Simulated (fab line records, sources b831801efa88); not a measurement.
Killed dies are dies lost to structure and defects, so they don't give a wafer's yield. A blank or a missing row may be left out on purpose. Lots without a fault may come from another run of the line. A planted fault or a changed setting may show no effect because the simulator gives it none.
Which tool did it? | flow sky130 | 11 lots, 33 wafers sampled, at 4 steps of a route of 708

WHAT THE GAUGES READ, wafer by wafer
SKY_PASSIVATION_THK_MEAS_01.
lot  | measured     | on            | PASSIVATION_CVD_00_THK (nm)
L785 | day 44 09:44 | film_metro-03 | 87.9 89.7 90.0
L786 | day 44 10:03 | film_metro-03 | 89.4 89.6 90.5
L787 | day 44 20:16 | film_metro-02 | 88.7 88.3 89.0
L788 | day 44 22:43 | film_metro-01 | 89.2 88.9 90.6
L790 | day 45 13:24 | film_metro-03 | 90.5 89.3 90.2
L797 | day 47 09:25 | film_metro-03 | 88.9 90.4 92.4
L798 | day 47 22:47 | film_metro-01 | 88.7 90.4 89.0
L801 | day 48 09:42 | film_metro-01 | 89.0 91.4 91.8
L804 | day 49 03:16 | film_metro-03 | 91.2 89.9 91.5
L805 | day 49 06:22 | film_metro-03 | 89.3 91.1 92.0
L807 | day 49 21:20 | film_metro-02 | 90.1 92.4 90.9

WHICH TOOL RAN EACH LOT (tool, then ch and the chambers of the sampled wafers, then the start)
lot  | SKY_METAL1_STRIP_20                  | SKY_METAL5_SPUTTER_01        | SKY_METAL5_METAL_ETCH_15
L785 | plasma_asher-03 ch 0,1, day 33 07:29 | pvd_sputter-03, day 43 10:32 | rie_metal-01 ch 1, day 44 08:53
L786 | plasma_asher-02 ch 0,1, day 33 09:00 | pvd_sputter-02, day 43 10:50 | rie_metal-02 ch 0,1, day 44 09:11
L787 | plasma_asher-02 ch 0,1, day 33 21:48 | pvd_sputter-02, day 43 21:02 | rie_metal-01 ch 0,1, day 44 19:24
L788 | plasma_asher-03 ch 0,1, day 34 01:08 | pvd_sputter-04, day 43 23:52 | rie_metal-02 ch 0, day 44 21:47
L790 | plasma_asher-01 ch 0,1, day 34 19:20 | pvd_sputter-03, day 44 13:58 | rie_metal-01 ch 0,1, day 45 12:32
L797 | plasma_asher-01 ch 0,1, day 36 23:48 | pvd_sputter-04, day 46 12:07 | rie_metal-03 ch 0,1, day 47 08:31
L798 | plasma_asher-01 ch 0,1, day 37 14:08 | pvd_sputter-04, day 47 02:20 | rie_metal-01 ch 1, day 47 21:55
L801 | plasma_asher-03 ch 0,1, day 38 08:42 | pvd_sputter-04, day 47 12:34 | rie_metal-02 ch 0,1, day 48 08:48
L804 | plasma_asher-02 ch 0,1, day 39 03:26 | pvd_sputter-03, day 48 08:10 | rie_metal-03 ch 0,1, day 49 02:29
L805 | plasma_asher-03 ch 0,1, day 39 11:17 | pvd_sputter-03, day 48 10:34 | rie_metal-02 ch 0,1, day 49 05:22
L807 | plasma_asher-02 ch 0,1, day 40 03:11 | pvd_sputter-04, day 49 02:34 | rie_metal-02 ch 0, day 49 20:28
- SKY_METAL1_STRIP_20: strips in O2/N2.
- SKY_METAL5_SPUTTER_01: material TiN, target thk 20 nm, time 16.7 s.
- SKY_METAL5_METAL_ETCH_15: etches the open film in Cl2/BCl3, stops on SiO2, target depth 1260 nm, time 252 s.

THE ANSWER, worked out from the rows above alone
Rule: what is usual is taken from the lots themselves. Put in order of their means at a reading, lots are off if they are a third of the lots or fewer, leave a main group of 4 or more, and stand apart from it by a gap of 3 or more times the standard deviation of the main group's means; of several such gaps the widest counts. A main group whose means are all the same, to the digits that the tables above print for the reading, isn't used. A lot without any number at a reading at which 4 lots or more have one is off too. The other lots that the step has rows for count as sound.
No lot is off at any reading shown: from this, nothing can be told.

WHAT THE SIMULATOR HAD PUT IN
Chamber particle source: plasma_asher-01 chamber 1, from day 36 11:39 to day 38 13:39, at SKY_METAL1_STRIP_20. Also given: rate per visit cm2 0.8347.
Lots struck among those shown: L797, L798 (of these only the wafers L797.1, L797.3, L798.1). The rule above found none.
